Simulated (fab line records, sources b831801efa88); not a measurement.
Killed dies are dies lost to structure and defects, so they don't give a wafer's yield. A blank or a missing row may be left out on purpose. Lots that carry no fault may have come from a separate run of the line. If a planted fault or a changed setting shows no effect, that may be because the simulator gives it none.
Which tool did it? :: flow gf180mcu :: 11 lots, 33 wafers sampled, at 6 steps of a route of 602

WHAT EACH GAUGE READ, for each wafer
GF_M1_RS_MEAS_05: measures by four-point-probe. Usual: for M1_ALCU_RS the level is 0.0692 ohm/sq and the standard deviation is 0.001.
lot: L158
measured: day 16 19:42
on: filmMetro-03
M1_ALCU_RS (ohm/sq): 0.0696 0.0697 0.0695
flag: 

lot: L160
measured: day 16 17:17
on: filmMetro-03
M1_ALCU_RS (ohm/sq): 0.0688 0.0675 0.0686
flag: 

lot: L164
measured: day 18 00:07
on: filmMetro-01
M1_ALCU_RS (ohm/sq): 0.0707 0.0708 0.0703
flag: 

lot: L165
measured: day 18 03:35
on: filmMetro-03
M1_ALCU_RS (ohm/sq): 0.0694 0.0701 0.0692
flag: 

lot: L166
measured: day 18 17:40
on: filmMetro-04
M1_ALCU_RS (ohm/sq): 0.0696 0.0693 0.0696
flag: 

lot: L169
measured: day 19 16:46
on: filmMetro-01
M1_ALCU_RS (ohm/sq): 0.0680 0.0681 0.0686
flag: 

lot: L172
measured: day 21 03:13
on: filmMetro-04
M1_ALCU_RS (ohm/sq): 0.0781 0.0693 0.0686
flag: 

lot: L175
measured: day 22 01:49
on: filmMetro-04
M1_ALCU_RS (ohm/sq): 0.0695 0.0775 0.0689
flag: 

lot: L177
measured: day 22 18:48
on: filmMetro-01
M1_ALCU_RS (ohm/sq): 0.0712 0.0701 0.0702
flag: 

lot: L179
measured: day 23 10:47
on: filmMetro-01
M1_ALCU_RS (ohm/sq): 0.0692 0.0697 0.0690
flag: 

lot: L180
measured: day 23 16:36
on: filmMetro-04
M1_ALCU_RS (ohm/sq): 0.0700 0.0686 0.0691
flag: 

GF_M1_THK_MEAS_06: measures by xrf. Usual: for M1_ALCU_THK the level is 455 nm and the standard deviation is 6.9.
lot: L158
measured: day 16 19:49
on: filmMetro-03
M1_ALCU_THK (nm): 453 457 455
flag: 

lot: L160
measured: day 16 17:25
on: filmMetro-03
M1_ALCU_THK (nm): 461 469 460
flag: 

lot: L164
measured: day 18 00:14
on: filmMetro-01
M1_ALCU_THK (nm): 445 443 448
flag: 

lot: L165
measured: day 18 03:43
on: filmMetro-03
M1_ALCU_THK (nm): 455 453 457
flag: 

lot: L166
measured: day 18 17:47
on: filmMetro-04
M1_ALCU_THK (nm): 450 453 454
flag: 

lot: L169
measured: day 19 16:51
on: filmMetro-01
M1_ALCU_THK (nm): 457 460 455
flag: 

lot: L172
measured: day 21 03:20
on: filmMetro-04
M1_ALCU_THK (nm): 402 456 460
flag: 

lot: L175
measured: day 22 01:56
on: filmMetro-04
M1_ALCU_THK (nm): 453 407 460
flag: 

lot: L177
measured: day 22 18:55
on: filmMetro-01
M1_ALCU_THK (nm): 441 446 446
flag: 

lot: L179
measured: day 23 10:53
on: filmMetro-01
M1_ALCU_THK (nm): 456 451 455
flag: 

lot: L180
measured: day 23 16:42
on: filmMetro-04
M1_ALCU_THK (nm): 450 459 458
flag: 

GF_V2_THK_MEAS_01. Usual: for V2_CVD_00_THK the level is 598 nm and the standard deviation is 6.
lot: L158
measured: day 20 03:08
on: filmMetro-03
V2_CVD_00_THK (nm): 596 593 594
flag: 

lot: L160
measured: day 20 00:30
on: filmMetro-03
V2_CVD_00_THK (nm): 592 596 593
flag: 

lot: L164
measured: day 21 04:44
on: filmMetro-03
V2_CVD_00_THK (nm): 603 593 597
flag: 

lot: L165
measured: day 21 07:16
on: filmMetro-01
V2_CVD_00_THK (nm): 598 602 607
flag: 

lot: L166
measured: day 21 21:22
on: filmMetro-01
V2_CVD_00_THK (nm): 604 598 600
flag: 

lot: L169
measured: day 22 16:38
on: filmMetro-01
V2_CVD_00_THK (nm): 592 590 598
flag: 

lot: L172
measured: day 24 02:31
on: filmMetro-03
V2_CVD_00_THK (nm): 588 594 591
flag: 

lot: L175
measured: day 25 01:22
on: filmMetro-02
V2_CVD_00_THK (nm): 599 597 596
flag: 

lot: L177
measured: day 25 17:03
on: filmMetro-03
V2_CVD_00_THK (nm): 598 599 600
flag: 

lot: L179
measured: day 26 09:11
on: filmMetro-01
V2_CVD_00_THK (nm): 603 594 608
flag: 

lot: L180
measured: day 26 13:22
on: filmMetro-03
V2_CVD_00_THK (nm): 591 593 592
flag: 

WHICH TOOL RAN EACH LOT (tool, then ch and the chambers of the sampled wafers, then the start)
lot: L158
GF_VT_IMPLANT_STRIP_31: plasmaAsher-04 ch 0,1, day 7 12:17
GF_M1_SPUTTER_02: pvdSputter-01, day 16 19:37
GF_M1_SPUTTER_03: pvdSputter-01, day 16 19:38

lot: L160
GF_VT_IMPLANT_STRIP_31: plasmaAsher-03 ch 0,1, day 7 13:04
GF_M1_SPUTTER_02: pvdSputter-04, day 16 17:12
GF_M1_SPUTTER_03: pvdSputter-04, day 16 17:14

lot: L164
GF_VT_IMPLANT_STRIP_31: plasmaAsher-04 ch 0,1, day 8 07:34
GF_M1_SPUTTER_02: pvdSputter-01, day 18 00:01
GF_M1_SPUTTER_03: pvdSputter-01, day 18 00:03

lot: L165
GF_VT_IMPLANT_STRIP_31: plasmaAsher-02 ch 0,1, day 8 13:16
GF_M1_SPUTTER_02: pvdSputter-01, day 18 03:30
GF_M1_SPUTTER_03: pvdSputter-01, day 18 03:32

lot: L166
GF_VT_IMPLANT_STRIP_31: plasmaAsher-03 ch 0,1, day 8 19:41
GF_M1_SPUTTER_02: pvdSputter-01, day 18 17:35
GF_M1_SPUTTER_03: pvdSputter-01, day 18 17:37

lot: L169
GF_VT_IMPLANT_STRIP_31: plasmaAsher-03 ch 0,1, day 9 14:34
GF_M1_SPUTTER_02: pvdSputter-04, day 19 16:37
GF_M1_SPUTTER_03: pvdSputter-04, day 19 16:38

lot: L172
GF_VT_IMPLANT_STRIP_31: plasmaAsher-04 ch 0,1, day 10 10:10
GF_M1_SPUTTER_02: pvdSputter-01, day 21 03:07
GF_M1_SPUTTER_03: pvdSputter-01, day 21 03:08

lot: L175
GF_VT_IMPLANT_STRIP_31: plasmaAsher-04 ch 0,1, day 11 03:32
GF_M1_SPUTTER_02: pvdSputter-01, day 22 01:44
GF_M1_SPUTTER_03: pvdSputter-01, day 22 01:46

lot: L177
GF_VT_IMPLANT_STRIP_31: plasmaAsher-04 ch 0,1, day 11 21:34
GF_M1_SPUTTER_02: pvdSputter-03, day 22 18:43
GF_M1_SPUTTER_03: pvdSputter-03, day 22 18:44

lot: L179
GF_VT_IMPLANT_STRIP_31: plasmaAsher-02 ch 0,1, day 12 09:01
GF_M1_SPUTTER_02: pvdSputter-03, day 23 10:40
GF_M1_SPUTTER_03: pvdSputter-03, day 23 10:41

lot: L180
GF_VT_IMPLANT_STRIP_31: plasmaAsher-02 ch 0,1, day 12 14:25
GF_M1_SPUTTER_02: pvdSputter-03, day 23 16:28
GF_M1_SPUTTER_03: pvdSputter-03, day 23 16:30
- GF_VT_IMPLANT_STRIP_31: strips in O2/N2.
- GF_M1_SPUTTER_02: material AlCu, target thk 450 nm, time 23.9 s.
- GF_M1_SPUTTER_03: material Ti, target thk 10 nm, time 6.7 s.

WHAT THE TOOLS THEMSELVES READ (means of the sampled wafers that have a number; where no wafer has one, the mark that the record gives instead)
GF_VT_IMPLANT_STRIP_31. Usual: drypumpMotorCurrentA 6.05 A, standard deviation 0.085; heaterPowerW 349 W, standard deviation 33; oesProductAu 0.716 a.u., standard deviation 0.0045; stripTimeToEndpointS 12.64 s, standard deviation 0.037.
lot: L158
tool: plasmaAsher-04
drypumpMotorCurrentA (A): 6.00
heaterPowerW (W): 331
oesProductAu (a.u.): 0.715
stripTimeToEndpointS (s): 12.62
flag: 

lot: L160
tool: plasmaAsher-03
drypumpMotorCurrentA (A): 6.09
heaterPowerW (W): 339
oesProductAu (a.u.): 0.717
stripTimeToEndpointS (s): 12.61
flag: 

lot: L164
tool: plasmaAsher-04
drypumpMotorCurrentA (A): 6.00
heaterPowerW (W): 329
oesProductAu (a.u.): 0.714
stripTimeToEndpointS (s): 12.61
flag: 

lot: L165
tool: plasmaAsher-02
drypumpMotorCurrentA (A): 6.09
heaterPowerW (W): 358
oesProductAu (a.u.): 0.713
stripTimeToEndpointS (s): 12.63
flag: 

lot: L166
tool: plasmaAsher-03
drypumpMotorCurrentA (A): 6.07
heaterPowerW (W): 342
oesProductAu (a.u.): 0.717
stripTimeToEndpointS (s): 12.63
flag: 

lot: L169
tool: plasmaAsher-03
drypumpMotorCurrentA (A): 6.04
heaterPowerW (W): 343
oesProductAu (a.u.): 0.713
stripTimeToEndpointS (s): 12.71
flag: 

lot: L172
tool: plasmaAsher-04
drypumpMotorCurrentA (A): 5.95
heaterPowerW (W): 328
oesProductAu (a.u.): 0.713
stripTimeToEndpointS (s): 12.57
flag: 

lot: L175
tool: plasmaAsher-04
drypumpMotorCurrentA (A): 5.98
heaterPowerW (W): 327
oesProductAu (a.u.): 0.721
stripTimeToEndpointS (s): 12.63
flag: 

lot: L177
tool: plasmaAsher-04
drypumpMotorCurrentA (A): 5.97
heaterPowerW (W): 337
oesProductAu (a.u.): 0.716
stripTimeToEndpointS (s): 12.61
flag: 

lot: L179
tool: plasmaAsher-02
drypumpMotorCurrentA (A): 6.07
heaterPowerW (W): 358
oesProductAu (a.u.): 0.719
stripTimeToEndpointS (s): 12.70
flag: 

lot: L180
tool: plasmaAsher-02
drypumpMotorCurrentA (A): 6.15
heaterPowerW (W): 389
oesProductAu (a.u.): 0.717
stripTimeToEndpointS (s): 12.68
flag: 

GF_M1_SPUTTER_02. Usual: throttleValvePct 30.9 %, standard deviation 1.1.
lot: L158
tool: pvdSputter-01
throttleValvePct (%): 31.1
flag: 

lot: L160
tool: pvdSputter-04
throttleValvePct (%): 32.1
flag: 

lot: L164
tool: pvdSputter-01
throttleValvePct (%): 31.5
flag: 

lot: L165
tool: pvdSputter-01
throttleValvePct (%): 31.2
flag: 

lot: L166
tool: pvdSputter-01
throttleValvePct (%): 31.2
flag: 

lot: L169
tool: pvdSputter-04
throttleValvePct (%): 31.1
flag: 

lot: L172
tool: pvdSputter-01
throttleValvePct (%): 31.2
flag: 

lot: L175
tool: pvdSputter-01
throttleValvePct (%): 31.2
flag: 

lot: L177
tool: pvdSputter-03
throttleValvePct (%): 31.5
flag: 

lot: L179
tool: pvdSputter-03
throttleValvePct (%): 29.9
flag: 

lot: L180
tool: pvdSputter-03
throttleValvePct (%): 31.3
flag: 

GF_M1_SPUTTER_03. Usual: throttleValvePct 30.9 %, standard deviation 1.1.
lot: L158
tool: pvdSputter-01
throttleValvePct (%): 31.2
flag: 

lot: L160
tool: pvdSputter-04
throttleValvePct (%): 31.7
flag: 

lot: L164
tool: pvdSputter-01
throttleValvePct (%): 31.7
flag: 

lot: L165
tool: pvdSputter-01
throttleValvePct (%): 31.2
flag: 

lot: L166
tool: pvdSputter-01
throttleValvePct (%): 31.2
flag: 

lot: L169
tool: pvdSputter-04
throttleValvePct (%): 31.2
flag: 

lot: L172
tool: pvdSputter-01
throttleValvePct (%): 31.1
flag: 

lot: L175
tool: pvdSputter-01
throttleValvePct (%): 31.1
flag: 

lot: L177
tool: pvdSputter-03
throttleValvePct (%): 31.4
flag: 

lot: L179
tool: pvdSputter-03
throttleValvePct (%): 30.1
flag: 

lot: L180
tool: pvdSputter-03
throttleValvePct (%): 31.4
flag: 

THE ANSWER, worked out from the rows above alone
Rule: take the mean of a lot's wafers that have a number; if it is more than 3 standard deviations from the usual mean, the lot is off. Also off: a lot with no number at a reading for which 4 or more lots have one. Any other lot the step has rows for is counted as sound. First the gauges in route order, then the tools' own readings, where a lot's mean is used as printed above. At the first step where some lot is off, the reading lying furthest off is the one used; lots without a number count as furthest.
No lot is off on any of the readings shown, so nothing can be concluded from this.

WHAT THE SIMULATOR HAD INSERTED
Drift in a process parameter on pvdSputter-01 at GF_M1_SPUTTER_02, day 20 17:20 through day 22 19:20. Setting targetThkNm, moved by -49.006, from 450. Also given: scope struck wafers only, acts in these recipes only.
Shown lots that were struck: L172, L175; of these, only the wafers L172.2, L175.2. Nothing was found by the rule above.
